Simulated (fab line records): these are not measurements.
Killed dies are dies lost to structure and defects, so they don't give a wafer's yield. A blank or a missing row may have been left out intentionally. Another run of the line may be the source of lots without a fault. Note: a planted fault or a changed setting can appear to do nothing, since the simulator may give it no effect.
Which tool was responsible? | flow sfqLine | 21 wafers from 7 lots sampled at 2 of the route's 325 steps

## WHAT EACH GAUGE READ, for each wafer
SFQ_R5_RS_MEAS_933: measurement is done with a four-point probe.
lot  | measured     | on           | R5_MONX_RS (ohm/sq)
L250 | day 57 21:26 | filmMetro-01 | 6.98 7.03 6.98
L252 | day 58 17:51 | filmMetro-01 | 6.92 6.83 6.81
L258 | day 60 16:50 | filmMetro-03 | 7.03 7.04 7.05
L260 | day 61 03:33 | filmMetro-03 | 15.26 7.07 15.64
L265 | day 63 00:21 | filmMetro-01 | 7.03 7.07 7.05
L267 | day 69 13:53 | filmMetro-04 | 7.00 7.00 7.00
L269 | day 70 17:18 | filmMetro-03 | 7.00 7.01 7.02

## WHAT TOOL EACH LOT RAN ON (gives the tool, then ch and the chambers of the sampled wafers, and finally the start)
lot  | SFQ_TRILAYER_R5_DEP_SPUTTER_133
L250 | pvdSputter-05, day 57 21:22
L252 | pvdSputter-05, day 58 17:46
L258 | pvdSputter-03, day 60 16:46
L260 | pvdSputter-03, day 61 03:29
L265 | pvdSputter-04, day 63 00:16
L267 | pvdSputter-03, day 69 13:48
L269 | pvdSputter-03, day 70 17:14
- SFQ_TRILAYER_R5_DEP_SPUTTER_133: material MoNx, target thk 40 nm, time 66.7 s.

## THE ANSWER, worked out from the rows above alone
Rule: what is usual is taken from the lots themselves. Put in order of their means at a reading, lots are off if they are a third of the lots or fewer, leave a main group of 4 or more, and stand apart from it by a gap of 3 or more times the standard deviation of the main group's means; of several such gaps the widest counts. A main group whose means are all the same, to the digits that the tables above print for the reading, isn't used. A lot without any number at a reading at which 4 lots or more have one is off too. Where the step has rows for the other lots, those lots are counted as sound.
Off: at SFQ_R5_RS_MEAS_933 (R5_MONX_RS), L260. The main group has a mean of 6.99 ohm/sq with a standard deviation of 0.065.
A tool fits if, at a process step before that reading, it ran every lot that is off, and no sound lot after the first of them. The gauges at SFQ_R5_RS_MEAS_933 are tried like those tools. Of those tried, none fits.

## WHAT HAD BEEN PUT IN BY THE SIMULATOR
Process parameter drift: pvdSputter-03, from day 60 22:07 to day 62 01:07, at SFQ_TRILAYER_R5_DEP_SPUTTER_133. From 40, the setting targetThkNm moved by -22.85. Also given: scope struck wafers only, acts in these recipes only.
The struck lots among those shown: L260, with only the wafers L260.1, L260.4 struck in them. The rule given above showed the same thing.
